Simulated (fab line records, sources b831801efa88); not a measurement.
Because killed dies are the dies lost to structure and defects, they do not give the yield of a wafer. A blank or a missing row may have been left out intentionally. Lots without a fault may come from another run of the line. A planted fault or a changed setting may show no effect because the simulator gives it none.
Problem report, 8D (eight disciplines) form, completed by code + flow sky130 + the parts of the form that need people (team, actions taken, sign-off) are left out

== 1. PROBLEM STATEMENT ==
At SKY_METAL2_SPUTTER_04, cathode-dc-power-W averages 7205.3 W over 2 wafers from 2 lots, while fault-free wafers read 6500.0 W, standard deviation 1.1. So: +99 or more standard deviations from the usual mean.
The step: material TiN, target thk 70 nm, time 58.3 s.
Seen first at day 38 19:05 on pvd-sputter-03, wafer L774.6. Wafers with a number at this step in the record: 36, from 12 lots. The rule behind "out" and "out of limits": a value lying over 4 standard deviations away from the usual mean. Any other wafer with a number is counted as sound.

== 2. WHAT IT IS AND WHAT IT IS NOT ==
| question                    | is                 | is not                                                                                             |
|-----------------------------|--------------------|----------------------------------------------------------------------------------------------------|
| which readings at this step | cathode-dc-power-W | throttle-valve-pct                                                                                 |
| which lots                  | L774, L776         | L761, L765, L766, L769, L770, L777, L780, L781, L782, L783                                         |
| which wafers of those lots  | L774.6, L776.3     | L774.1, L774.5, L776.2, L776.4                                                                     |
| read on which tools         | pvd-sputter-03     | pvd-sputter-02, pvd-sputter-04                                                                     |
| when                        | from day 38 19:05  | up to then (17 sound wafers); but 17 sound wafers of L776, L777, L780, L781, L782, L783 came after |

== 3. WHAT RULES OUT EACH SUSPECT ==
Counting: any tool at a process step up to the reading remains a suspect provided it ran every lot that is out. Sound lots after the first of them don't rule it out here, since some wafers of a struck lot are sound.
- pvd-sputter-03 at SKY_METAL2_SPUTTER_04 (material TiN, target thk 70 nm, time 58.3 s): kept. Ran every lot that is out, first one L774 (day 38 19:05); last sound lot up to then L765 (day 36 10:10). Its own cathode-dc-power-W readings are out on those wafers.
Left after counting: pvd-sputter-03 at SKY_METAL2_SPUTTER_04.

== 4. THE CAUSE (what the simulator had put in) ==
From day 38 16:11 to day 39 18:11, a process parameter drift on pvd-sputter-03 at SKY_METAL2_SPUTTER_04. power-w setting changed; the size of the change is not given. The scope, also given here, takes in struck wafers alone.
Counting left only this tool.

== 5. THE EFFECT CHAIN, in route order ==
Each row: a reading where the mean over the struck wafers with a number is more than 3 standard deviations away from the usual. Readings are gone through only where the record gives a usual standard deviation; hours: the median, over the lots, of the time from a lot's start at the first step in this table giving one to that lot's start at this step; sigmas: the change measured in usual standard deviations.
| hours | step                  | reading            | usual    | on struck wafers | change | sigmas      |
|-------|-----------------------|--------------------|----------|------------------|--------|-------------|
| 0     | SKY_METAL2_SPUTTER_04 | cathode-dc-power-W | 6500.0 W | 7205.3           | +705.3 | +99 or more |
Here are the process steps it includes:
- SKY_METAL2_SPUTTER_04: material TiN, target thk 70 nm, time 58.3 s.

== 6. WHAT WOULD HAVE CAUGHT IT SOONER ==
The fault began at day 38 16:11; the first out-of-limits reading in this record came at day 38 19:05, 3 hours later.
